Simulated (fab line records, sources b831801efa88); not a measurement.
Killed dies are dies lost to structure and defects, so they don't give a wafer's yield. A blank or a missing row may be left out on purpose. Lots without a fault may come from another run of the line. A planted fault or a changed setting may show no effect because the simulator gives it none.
fab line records | flow sky130
record lots=14 wafers=42 last_day=50
route steps=708 shown RES_XHIGH@340 SD_N@353
lots that met no fault: from a run of the same line without faults
start_h: hours from the record's first day to the start of the lot's first wafer shown | wait_h: hours since the lot's step before | " the same as in the row above | L1.1+2: a row that stands for several wafers | - no value, or no start given | * or withheld: withheld | < > ~ a bound
route shown NAME@n: a module of which the file shows steps, and the number in the route of the first | usual: mean/standard deviation of fault-free wafers | same: alike in all rows | chamber/n: place in a boat | sites: the reading at each site | _std_site: their standard deviation | _edge_site: outer sites' mean less inner sites' | radius_mm: how far each site lies from the wafer's centre | mask NAME#n: copy n | behind: the tool/chamber that last shaped the wafer | hold: why the lot was held/for how many hours/how that ended | device: the transistor (n, p or np) that didn't switch | end of line: the same wafers' tests at the end of the route | a step without rows: its recipe alone | killed: dies lost to structure and defects at the first sort, not the wafer's yield | map: a wafer's dies, x killed, . not, _ none there
set.NAME: the setting as run; set.NAME@STEP: as run at that earlier step | model.NAME: the simulator's own value behind a step, which no gauge read
steps of the route over a sample of lots; a table a step, a row a wafer
services: from which hour (start_h, from the record's first day; less than 0 if before it) a tool's chamber was out of use, for how many hours, and why
## steps
# step SKY_RES_XHIGH_STRIP_08
# recipe chemistry=O2/N2 power_w=1400 pressure_mtorr=1500 platen_temp_c=withheld o2_flow_sccm=3000 n2_flow_sccm=300 overash_fraction=0.5
# usual chamber_pressure_mTorr=1499.9/1.4 drypump_motor_current_A=5.8/0.44 oes_product_au=0.711/0.0043 strip_time_to_endpoint_s=14.28/0.044
# columns lot.wafer tool chamber start_h wait_h chamber_pressure_mTorr drypump_motor_current_A oes_product_au rf_hours_counter_h strip_time_to_endpoint_s
L880.3 plasma_asher-03 1 608.06 0.1 1500.3 5.9 0.710 - 14.25
L880.4 " 0 " " 1499.9 5.7 0.715 - 14.22
L880.5 " 0 " " 1499.9 5.7 0.709 - 14.21
L882.1 plasma_asher-03 1 632.38 0.1 1500.3 5.9 0.714 18 14.25
L882.4 " 1 " " 1499.2 5.9 0.708 - 14.25
L882.5 " 0 " " 1499.6 5.7 0.709 - 14.23
L884.3 plasma_asher-02 1 654.80 0.1 1500.7 5.1 0.712 - 14.27
L884.4 " 0 " " 1498.1 6.4 0.713 - 14.29
L884.6 " 0 " " 1500.1 6.4 0.705 - 14.27
L885.2 plasma_asher-03 1 662.43 0.1 1499.6 5.9 0.708 22 14.17
L885.3 " 1 " " 1499.3 5.9 0.709 - 14.20
L885.4 " 0 " " 1499.5 5.7 0.712 - 14.21
L887.3 plasma_asher-03 1 683.00 0.1 1498.0 5.9 0.711 - 14.34
L887.4 " 0 " " 1501.7 5.7 0.718 - 14.27
L887.5 " 1 " " 1501.1 5.9 0.717 - 14.33
L889.1 plasma_asher-03 0 693.28 0.1 1499.5 5.7 0.712 25 14.28
L889.3 " 0 " " 1501.2 5.7 0.712 - 14.34
L889.5 " 1 " " 1498.7 5.9 0.706 - 14.29
L890.2 plasma_asher-03 1 701.63 0.1 1500.8 5.9 0.708 25 14.33
L890.3 " 1 " " 1498.1 5.9 0.711 - 14.29
L890.4 " 0 " " 1500.2 5.6 0.716 - 14.31
L891.2 plasma_asher-03 0 709.87 0.1 1499.8 5.7 0.702 26 14.23
L891.3 " 1 " " 1500.5 5.9 0.703 - 14.25
L891.6 " 0 " " 1502.2 5.7 0.718 - 14.22
L892.1 plasma_asher-03 1 718.98 0.1 1503.1 5.9 0.717 27 14.28
L892.2 " 0 " " 1498.4 5.7 0.712 27 14.29
L892.4 " 0 " " 1497.5 5.7 0.702 - 14.29
L895.2 plasma_asher-03 1 739.64 0.1 1498.9 5.9 0.712 29 14.32
L895.4 " 1 " " 1501.4 5.8 0.721 - 14.26
L895.5 " 1 " " 1499.4 5.9 0.705 - 14.31
L898.2 plasma_asher-04 1 765.04 0.1 - - - - -
L898.5 " 1 " " - - - - -
L898.6 " 0 " " - - - - -
L899.1 plasma_asher-03 1 773.07 0.1 - - - - -
L899.4 " 1 " " - - - - -
L899.5 " 1 " " - - - - -
L902.3 plasma_asher-02 0 793.78 0.1 1501.7 6.4 0.711 - 14.30
L902.4 " 1 " " 1498.0 5.1 0.709 - 14.25
L902.5 " 1 " " 1499.4 5.1 0.714 - 14.27
L903.1 plasma_asher-02 0 801.35 0.1 1498.9 6.4 0.714 7 14.27
L903.2 " 1 " " 1497.9 5.1 0.716 7 14.23
L903.6 " 0 " " 1501.0 6.4 0.699 - 14.27
# step SKY_SD_N_STRIP_11
# recipe chemistry=O2/N2 power_w=1400 pressure_mtorr=1500 platen_temp_c=withheld o2_flow_sccm=3000 n2_flow_sccm=300 overash_fraction=0.5
# usual chamber_pressure_mTorr=1499.9/1.5 drypump_motor_current_A=5.9/0.4 oes_product_au=0.528/0.0047 strip_time_to_endpoint_s=22.56/0.037
# columns lot.wafer tool chamber start_h wait_h chamber_pressure_mTorr drypump_motor_current_A oes_product_au rf_hours_counter_h strip_time_to_endpoint_s
L880.3 plasma_asher-03 1 637.28 0.1 1501.3 5.9 0.524 - 22.56
L880.4 " 0 " " 1501.3 5.7 0.533 - 22.54
L880.5 " 1 " " 1499.6 5.9 0.530 - 22.53
L882.1 plasma_asher-02 1 661.29 0.1 1501.1 5.1 0.538 97 22.62
L882.4 " 1 " " 1501.1 5.1 0.522 - 22.58
L882.5 " 0 " " 1499.8 6.4 0.530 - 22.57
L884.3 plasma_asher-03 1 683.72 0.1 1498.0 5.9 0.528 - 22.58
L884.4 " 0 " " 1501.4 5.7 0.524 - 22.57
L884.6 " 0 " " 1502.3 5.7 0.531 - 22.59
L885.2 plasma_asher-01 1 690.99 0.1 1501.8 5.9 0.531 88 22.55
L885.3 " 0 " " 1499.9 6.1 0.532 - 22.54
L885.4 " 1 " " 1501.1 5.9 0.525 - 22.62
L887.3 plasma_asher-01 1 711.83 0.1 1501.7 5.9 0.519 - 22.53
L887.4 " 0 " " 1498.3 6.1 0.535 - 22.54
L887.5 " 0 " " 1499.2 6.1 0.522 - 22.52
L889.1 plasma_asher-01 0 721.68 0.1 1498.9 6.1 0.527 91 22.56
L889.3 " 0 " " 1501.4 6.2 0.529 - 22.59
L889.5 " 0 " " 1497.2 6.1 0.528 - 22.55
L890.2 plasma_asher-03 0 729.30 0.1 1498.5 5.7 0.533 28 22.53
L890.3 " 1 " " 1501.7 5.9 0.522 - 22.47
L890.4 " 0 " " 1500.2 5.7 0.531 - 22.53
L891.2 plasma_asher-01 1 736.20 0.1 1500.6 6.0 0.533 92 22.60
L891.3 " 1 " " 1497.9 5.9 0.533 - 22.60
L891.6 " 0 " " 1501.8 6.1 0.532 - 22.59
L892.1 plasma_asher-02 1 746.33 0.1 1501.5 5.0 0.525 0 22.62
L892.2 " 0 " " 1500.2 6.4 0.527 0 22.57
L892.4 " 0 " " 1498.1 6.4 0.530 - 22.61
L895.2 plasma_asher-03 1 767.64 0.1 1501.3 5.9 0.525 32 22.57
L895.4 " 0 " " 1502.2 5.7 0.528 - 22.60
L895.5 " 1 " " 1497.3 5.9 0.532 - 22.59
L898.2 plasma_asher-03 0 792.29 0.1 1499.4 5.7 0.621 35 39.46
L898.5 " 0 " " 1499.4 5.7 0.624 - 39.43
L898.6 " 1 " " 1500.4 5.9 0.619 - 39.47
L899.1 plasma_asher-02 1 799.09 0.1 1498.8 5.1 0.606 6 39.52
L899.4 " 1 " " 1498.8 5.0 0.617 - 39.49
L899.5 " 0 " " 1498.2 6.4 0.616 - 39.60
L902.3 plasma_asher-01 0 820.58 0.1 1500.7 6.1 0.533 - 22.50
L902.4 " 1 " " 1501.4 5.9 0.527 - 22.52
L902.5 " 0 " " 1501.6 6.2 0.530 - 22.46
L903.1 plasma_asher-03 0 827.47 0.1 1503.4 5.7 0.523 40 22.54
L903.2 " 1 " " 1500.3 5.9 0.524 40 22.52
L903.6 " 1 " " 1499.9 5.9 0.532 - 22.53
# step SKY_SD_N_TW_MEAS_12
# usual SD_N_TW=3956/30
# columns lot.wafer tool chamber start_h wait_h SD_N_TW
L880.3 film_metro-03 - 637.37 0.1 4018
L880.4 " - " " 4019
L880.5 " - " " 4014
L882.1 film_metro-04 - 661.39 0.1 3932
L882.4 " - " " 3928
L882.5 " - " " 3917
L884.3 film_metro-04 - 683.80 0.1 3917
L884.4 " - " " 3936
L884.6 " - " " 3917
L885.2 film_metro-03 - 691.10 0.1 3989
L885.3 " - " " 3984
L885.4 " - " " 3976
L887.3 film_metro-04 - 711.91 0.1 3923
L887.4 " - " " 3925
L887.5 " - " " 3919
L889.1 film_metro-03 - 721.78 0.1 3998
L889.3 " - " " 4008
L889.5 " - " " 3997
L890.2 film_metro-04 - 729.41 0.1 3961
L890.3 " - " " 3962
L890.4 " - " " 3960
L891.2 film_metro-03 - 736.31 0.1 3976
L891.3 " - " " 3975
L891.6 " - " " 3967
L892.1 film_metro-02 - 746.43 0.1 3965
L892.2 " - " " 3953
L892.4 " - " " 3960
L895.2 film_metro-04 - 767.75 0.1 3950
L895.4 " - " " 3949
L895.5 " - " " 3957
L898.2 film_metro-04 - 792.40 0.1 29
L898.5 " - " " 29
L898.6 " - " " 30
L899.1 film_metro-03 - 799.19 0.1 30
L899.4 " - " " 30
L899.5 " - " " 30
L902.3 film_metro-03 - 820.67 0.1 3982
L902.4 " - " " 3972
L902.5 " - " " 3986
L903.1 film_metro-02 - 827.57 0.1 3997
L903.2 " - " " 3954
L903.6 " - " " 3989
## services
# columns tool chamber start_h hours kind
plasma_asher-02 - 600.68 8.6 repair
plasma_asher-01 - 621.18 0.3 repair
plasma_asher-04 - 648.35 5.8 pm
plasma_asher-04 - 655.40 1.8 repair
plasma_asher-02 - 733.75 9.0 pm
plasma_asher-02 0 733.75 9.0 vent_cycle
plasma_asher-02 1 733.75 9.0 vent_cycle
plasma_asher-02 0 742.75 - clean
plasma_asher-02 1 742.75 - clean
plasma_asher-01 - 744.21 7.7 repair
plasma_asher-02 - 770.56 0.5 repair
plasma_asher-04 - 775.66 28.1 pm
plasma_asher-04 - 803.76 15.6 pm
## key
first_sign step=SKY_RES_XHIGH_STRIP_08 reading=tool_record direction=missing
effect step=SKY_SD_N_STRIP_11 reading=strip_time_to_endpoint_s direction=up sigmas=99+ usual=* struck=*
effect step=SKY_SD_N_TW_MEAS_12 reading=SD_N_TW direction=down sigmas=99+ usual=3956 struck=30
met_at SKY_RES_XHIGH_STRIP_08
struck_lots L898,L899
sort_left_out L898.2,L898.5,L898.6,L899.1,L899.4,L899.5
tester_left_out L898,L899
onset_between 739.64 765.04
earlier_fault kind=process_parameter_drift tool=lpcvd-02 chamber=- onset_h=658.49 steps=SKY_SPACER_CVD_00 channel=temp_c offset=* shape=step end_h=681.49 acts_in=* stated=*
fault kind=skipped_step_whole tool=plasma_asher-03,plasma_asher-04 chamber=- onset_h=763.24 steps=SKY_RES_XHIGH_STRIP_08 scope=struck_lots_only
# tester_left_out: of these lots the tester's yield and bins aren't shown, on N5 and GAA mostly nor the transistor test; their killed dies are dies lost to structure and defects alone, not to doping, threshold or leakage, so they don't give the yield
# sort_left_out: the simulated sort isn't trusted on such a fault, so these wafers' sort isn't shown, and their yield isn't known
